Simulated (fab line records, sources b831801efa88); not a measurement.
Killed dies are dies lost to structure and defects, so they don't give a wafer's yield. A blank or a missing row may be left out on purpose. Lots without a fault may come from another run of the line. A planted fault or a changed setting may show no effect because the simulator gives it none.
Chamber matching | flow sky130 | SKY_VIA1_CMP_24 on cmp-01: 4 sister chambers
The step polishes, stops on SiO2, t overpolish 15 s, target thk 0 nm. 8 wafers are shown with their chamber, then 8 later ones without.

WAFERS WITH THEIR CHAMBER
wafer  | chamber | motor_current_A (A) | time_to_endpoint_s (s)
L150.2 | 0       | 10.2                | 66.0
L158.4 | 3       | 10.6                | 67.9
L158.6 | 0       | 10.9                | 68.4
L161.6 | 2       | 13.4                | 65.4
L168.3 | 3       | 10.6                | 64.3
L168.5 | 1       | 10.1                | 66.9
L168.6 | 2       | 13.4                | 70.4
L169.2 | 1       | 10.3                | 62.0

WAFERS WITHOUT THEIR CHAMBER
wafer  | motor_current_A (A) | time_to_endpoint_s (s)
L169.4 | 12.8                | 66.2
L169.5 | 10.7                | 64.5
L172.1 | 10.3                | 62.7
L172.3 | 12.6                | 63.9
L172.5 | 12.7                | 66.9
L173.2 | 12.3                | 64.3
L173.4 | 9.9                 | 62.3
L173.6 | 10.2                | 59.9

WHICH CHAMBER EACH WENT THROUGH
wafer  | from the rows above          | in truth
L169.4 | 2                            | 2
L169.5 | can't be placed: 3 or 0 or 1 | 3
L172.1 | can't be placed: 1 or 3 or 0 | 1
L172.3 | 2                            | 2
L172.5 | 2                            | 2
L173.2 | 2                            | 2
L173.4 | can't be placed: 1 or 3 or 0 | 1
L173.6 | can't be placed: 1 or 3 or 0 | 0
Placed correctly: 4 of 8. Can't be placed from these rows: 4 (the true chamber is among the candidates in 4). Placed wrongly: 0.
How it was worked out, from the rows above alone: a wafer's distance from a chamber is the root of the sum, over the readings, of the square of ((its reading less the chamber's mean) divided by the reading's scatter). The wafer belongs to the nearest chamber; if the next one is less than 2 further off, it can't be placed. A chamber's mean is the mean of its shown wafers. The scatter: the root of (the sum of the squares of (reading less its chamber's mean) over the shown wafers, divided by (wafers less chambers)).
